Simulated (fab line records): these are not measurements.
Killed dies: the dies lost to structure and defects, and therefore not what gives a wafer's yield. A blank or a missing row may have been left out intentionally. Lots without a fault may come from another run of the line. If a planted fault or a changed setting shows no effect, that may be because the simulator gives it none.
What tool caused it? ; flow sky130 ; 18 wafers from 6 lots sampled at 3 of the route's 708 steps

## WHAT THE GAUGES READ, wafer by wafer
SKY_VIA4_THK_MEAS_20: measures by xrf.
lot;measured;on;VIA4_W_THK (nm)
L957;day 45 03:28;film metro-04;501 503 515
L959;day 45 08:37;film metro-01;500 502 500
L965;day 46 23:14;film metro-04;521 510 508
L972;day 48 16:16;film metro-02;502 495 500
L974;day 48 23:21;film metro-04;506 519 509
L976;day 49 14:17;film metro-01;500 510 510

## WHICH TOOL RAN EACH LOT (tool, then ch and the chambers of the sampled wafers, then the start)
lot;SKY_VIA3_CVD_21;SKY_VIA4_SPUTTER_17
L957;cvd w-02 ch 0,1, day 42 00:31;pvd sputter-01, day 45 03:07
L959;cvd w-02 ch 0,1, day 42 07:47;pvd sputter-02, day 45 08:16
L965;cvd w-01 ch 0,1, day 44 01:27;pvd sputter-01, day 46 22:49
L972;cvd w-01 ch 0,1, day 45 21:41;pvd sputter-02, day 48 15:55
L974;cvd w-02 ch 0,1, day 46 06:17;pvd sputter-04, day 48 23:01
L976;cvd w-02 ch 0, day 46 22:04;pvd sputter-02, day 49 13:57
- SKY_VIA3_CVD_21: deposits W, target thk 390 nm, time 117.31 s.
- SKY_VIA4_SPUTTER_17: material TiN, target thk 20 nm, time 80 s.

## THE ANSWER, worked out from the rows above alone
Rule: usual is defined by the lots themselves. Put in order of their means at a reading, lots are off if they are a third of the lots or fewer, leave a main group of 4 or more, and stand apart from it by a gap of 3 or more times the standard deviation of the main group's means; of several such gaps the widest counts. If all means in a main group match to the digits the tables above print for the reading, that group is not used. A lot without any number at a reading at which 4 lots or more have one is off too. All remaining lots with rows at the step are treated as sound.
None of the lots is off at any reading shown; this tells nothing.

## WHAT THE SIMULATOR PUT IN
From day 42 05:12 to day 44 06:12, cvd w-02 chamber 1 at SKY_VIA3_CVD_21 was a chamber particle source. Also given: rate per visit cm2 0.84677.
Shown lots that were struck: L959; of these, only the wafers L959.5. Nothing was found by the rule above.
